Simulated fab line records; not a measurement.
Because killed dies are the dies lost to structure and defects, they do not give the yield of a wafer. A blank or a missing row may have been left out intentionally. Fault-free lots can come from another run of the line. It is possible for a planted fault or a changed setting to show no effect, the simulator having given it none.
Comparing a struck lot with a sound one | flow sky130 | 18 out of 708 route steps
Sound: these wafers, L435.1, L435.4, L435.6. Struck: wafer L431.1 (left out: L431.2, L431.3 of the same lot, which were not struck); the cause appears at the end.
For every step that has rows: the tool of each side, followed by ch and its chambers, followed by its first start. Under that, the readings that differ: sound wafers | struck wafers | difference of the means | sigmas: that difference in standard deviations of wafers without a fault.
alike: words and numbers the same on both sides, and readings whose means are apart by under 2 such deviations; not compared: readings that were withheld, readings missing a value for some wafer, numbers with overlapping values and no deviation given by the record, and bounds like >300 which may hide the same value.
Wherever a step has rows on one side only, a row that says differs or no value, or a row with sigmas, the two part there. Non-overlapping numbers with no deviation appear without sigmas and do not part them. A reading missing from all wafers of one side parts the sides only when that side holds two or more wafers.

first, 3 steps without rows for these wafers: SKY_LI_CONTACT_EXPOSE_09 (exposes mask LICM1, target cd 170 nm); SKY_LI_CONTACT_PEB_10; SKY_LI_CONTACT_DEVELOP_11 (develop time 60 s).
SKY_LI_CONTACT_CD_MEAS_12: target cd 170 nm.
  struck on cdSem-01, day 34 06:13; sound on cdSem-01, day 35 10:17
  alike: cdNm
SKY_LI_CONTACT_OVL_MEAS_13:
  struck on overlay-02, day 34 06:20; sound on overlay-02, day 35 10:24
  alike: LI_CONTACT_OVL
then, 1 step without rows for these wafers: SKY_LI_CONTACT_ETCH_14 (etches BARC in N2/H2, stops on SiO2, time 45.9 s, target depth 60 nm).
SKY_LI_CONTACT_ETCH_15: etches PSG in C4F8/O2/Ar, stops on Si, target depth 600 nm.
  sound on rieDiel-04 ch 0,2,3, day 35 10:29; struck on rieDiel-04 ch 3, day 34 06:25
  alike: oesProductAu
SKY_LI_CONTACT_STRIP_16: strips in O2/N2.
  sound on plasmaAsher-03 ch 0,1, day 35 10:34; struck on plasmaAsher-02 ch 0, day 34 06:31
  alike: drypumpMotorCurrentA, oesProductAu, stripTimeToEndpointS
  not compared: rfHoursCounterH
then, 2 steps without rows for these wafers: SKY_LI_CONTACT_CLEAN_17 (cleans in NMP, time 600 s); SKY_LI_CONTACT_PRE_CLEAN_18 (time 5.6 s).
SKY_LI_CONTACT_SPUTTER_19: material Ti, target thk 20 nm, time 106.37 s.
  struck on pvdSputter-01, day 34 06:48; sound on pvdSputter-02, day 35 10:52
reading              | sound          | struck | difference | sigmas
throttleValvePct (%) | 30.1 27.6 27.4 | 30.8   | +2.4       | +3
  alike: substrateTempC
SKY_LI_CONTACT_SPUTTER_20: material TiN, target thk 20 nm, time 80 s.
  struck on pvdSputter-01, day 34 06:53; sound on pvdSputter-02, day 35 10:57
reading              | sound          | struck | difference | sigmas
throttleValvePct (%) | 30.5 27.8 27.4 | 30.8   | +2.2       | +2
SKY_LI_CONTACT_CVD_21: deposits W, target thk 400 nm, time 120.56 s.
  sound on cvdW-02 ch 0,1, day 35 11:01; struck on cvdW-01 ch 1, day 34 06:56
reading                                 | sound           | struck | difference | sigmas
heaterPowerW (W)                        | 733 769 744     | 884    | +135       | +3
model.W_of_LI_CONTACT_CVD_21.thkNm (nm) | 414.1 401.7 415 | 246.6  | -163.7     | 
SKY_LI_CONTACT_RS_MEAS_22: measurement is done with a four-point probe.
  struck on filmMetro-04, day 34 07:04; sound on filmMetro-02, day 35 11:08
reading                  | sound             | struck | difference | sigmas
LI_CONTACT_W_RS (ohm/sq) | 0.275 0.284 0.275 | 0.462  | +0.184     | +32
SKY_LI_CONTACT_THK_MEAS_23: measures by xrf.
  struck on filmMetro-04, day 34 07:11; sound on filmMetro-02, day 35 11:15
reading               | sound       | struck | difference | sigmas
LI_CONTACT_W_THK (nm) | 414 403 415 | 249    | -162       | -17
SKY_LI_CONTACT_CMP_24: polishes, stops on PSG, t overpolish 20 s, target thk 0 nm.
  sound on cmp-01 ch 0,1,2, day 35 11:25; struck on cmp-01 ch 3, day 34 07:18
reading             | sound      | struck | difference | sigmas
timeToEndpointS (s) | 101 104 96 | 60     | -40        | -8
  alike: motorCurrentA, platenRpm
SKY_LOCAL_INTERCONNECT_SPUTTER_00: material TiN, target thk 100 nm, time 83.3 s.
  struck on pvdSputter-03, day 34 07:33; sound on pvdSputter-04, day 35 11:38
  alike: substrateTempC, throttleValvePct
SKY_PAD_OPEN_PROBE_99:
  rows exist in the record for the sound wafers here (prober-02, day 50 05:45), none for the struck ones

## WHERE THEY PART
Earliest at SKY_LI_CONTACT_SPUTTER_19; latest, in this record, at SKY_PAD_OPEN_PROBE_99.

WHY: what had been put in by the simulator
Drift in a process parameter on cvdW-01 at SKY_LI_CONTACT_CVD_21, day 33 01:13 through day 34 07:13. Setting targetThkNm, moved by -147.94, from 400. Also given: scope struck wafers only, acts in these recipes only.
